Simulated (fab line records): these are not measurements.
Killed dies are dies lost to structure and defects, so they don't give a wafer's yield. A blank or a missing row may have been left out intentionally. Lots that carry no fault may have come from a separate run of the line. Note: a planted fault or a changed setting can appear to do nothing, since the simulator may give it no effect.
Which tool did it? ; flow gf180mcu ; Sampling: 13 lots, 39 wafers, 3 of 602 route steps

WHAT THE GAUGES READ, wafer by wafer
GF_V5_RS_MEAS_24: the measuring method here is four-point-probe. Usual: V5_W_RS typically reads 0.327 ohm/sq, with standard deviation 0.0034.
lot;measured;on;V5_W_RS (ohm/sq);flag
L610;day 27 21:05;filmMetro-04;0.329 0.327 0.330;
L612;day 28 12:31;filmMetro-01;0.322 0.326 0.330;
L613;day 28 21:58;filmMetro-02;0.329 0.329 0.328;
L614;day 29 04:11;filmMetro-04;0.331 0.327 0.328;
L621;day 31 07:07;filmMetro-04;0.326 0.325 0.328;
L622;day 31 13:02;filmMetro-02;0.330 0.324 0.325;
L623;day 31 16:44;filmMetro-04;0.327 0.324 0.328;
L626;day 32 15:37;filmMetro-01;0.326 0.326 0.331;
L627;day 32 18:25;filmMetro-02;0.336 0.326 0.330;
L628;day 32 23:23;filmMetro-01;0.331 0.331 0.322;
L629;day 33 00:11;filmMetro-04;0.326 0.333 0.327;
L630;day 33 05:40;filmMetro-02;0.329 0.328 0.333;
L631;day 33 14:15;filmMetro-01;0.327 0.332 0.329;

GF_TOP_METAL_CD_MEAS_14 targets a cd of 440 nm. Usual: cdNm 440.5 nm, standard deviation 2.
lot;measured;on;cdNm (nm);flag
L610;day 28 17:59;cdSem-01;443.4 442.7 441.4;
L612;day 29 07:44;cdSem-01;441.4 439.1 440.0;
L613;day 29 17:33;cdSem-01;437.4 438.8 439.0;
L614;day 29 23:47;cdSem-01;441.3 441.5 440.7;
L621;day 32 00:45;cdSem-02;438.1 437.8 439.1;
L622;day 32 06:46;cdSem-02;441.6 442.3 443.1;
L623;day 32 10:07;cdSem-02;436.7 438.0 436.5;
L626;day 33 08:07;cdSem-01;439.9 440.2 441.8;
L627;day 33 11:02;cdSem-02;443.2 443.8 444.0;
L628;day 33 15:22;cdSem-02;440.4 443.9 442.5;
L629;day 33 16:27;cdSem-02;436.8 437.8 436.7;
L630;day 33 21:33;cdSem-01;440.7 440.1 441.5;
L631;day 34 06:07;cdSem-02;440.0 441.1 440.5;

WHICH TOOL RAN EACH LOT (tool, then ch and the chambers of the sampled wafers, then the start)
lot;GF_V1_STRIP_18
L610;plasmaAsher-01 ch 0,1, day 18 19:16
L612;plasmaAsher-01 ch 0,1, day 19 16:50
L613;plasmaAsher-02 ch 0,1, day 20 05:18
L614;plasmaAsher-01 ch 0,1, day 20 11:39
L621;plasmaAsher-01 ch 0,1, day 23 03:41
L622;plasmaAsher-01 ch 0,1, day 23 11:59
L623;plasmaAsher-03 ch 0,1, day 23 16:44
L626;plasmaAsher-01 ch 0,1, day 24 19:05
L627;plasmaAsher-01 ch 0,1, day 25 00:47
L628;plasmaAsher-02 ch 0,1, day 25 09:59
L629;plasmaAsher-02 ch 0,1, day 25 10:24
L630;plasmaAsher-01 ch 0,1, day 25 17:00
L631;plasmaAsher-03 ch 0,1, day 26 03:12
- GF_V1_STRIP_18: strips in O2/N2.

AS READ BY THE TOOLS THEMSELVES (means over the sampled wafers that have a number; for cases with no such wafer, the mark the record gives instead)
GF_V1_STRIP_18. Usual: drypumpMotorCurrentA 5.71 A, standard deviation 0.25; heaterPowerW 320 W, standard deviation 20; oesProductAu 0.593 a.u., standard deviation 0.0046.
lot;tool;drypumpMotorCurrentA (A);heaterPowerW (W);oesProductAu (a.u.);flag
L610;plasmaAsher-01;5.88;316;0.595;
L612;plasmaAsher-01;5.88;314;0.595;
L613;plasmaAsher-02;5.49;326;0.595;
L614;plasmaAsher-01;5.85;316;0.590;
L621;plasmaAsher-01;5.89;316;0.592;
L622;plasmaAsher-01;5.88;318;0.586;
L623;plasmaAsher-03;5.69;333;0.593;
L626;plasmaAsher-01;5.74;307;0.592;
L627;plasmaAsher-01;5.89;310;0.593;
L628;plasmaAsher-02;5.37;343;0.596;
L629;plasmaAsher-02;5.51;323;0.594;
L630;plasmaAsher-01;5.86;318;0.597;
L631;plasmaAsher-03;5.70;333;0.596;

THE ANSWER, worked out from the rows above alone
Rule: a lot counts as off when the mean over its wafers that have a number is more than 3 standard deviations away from the usual mean. Also off: a lot with no number at a reading for which 4 or more lots have one. The other lots that the step has rows for count as sound. First the gauges in route order, then the tools' own readings, where a lot's mean is used as printed above. The first step at which some lot is off is used, and at that step the reading that is off furthest; a lot without a number counts as furthest.
None of the lots is off at any reading shown; this tells nothing.

WHAT WAS PUT IN BY THE SIMULATOR
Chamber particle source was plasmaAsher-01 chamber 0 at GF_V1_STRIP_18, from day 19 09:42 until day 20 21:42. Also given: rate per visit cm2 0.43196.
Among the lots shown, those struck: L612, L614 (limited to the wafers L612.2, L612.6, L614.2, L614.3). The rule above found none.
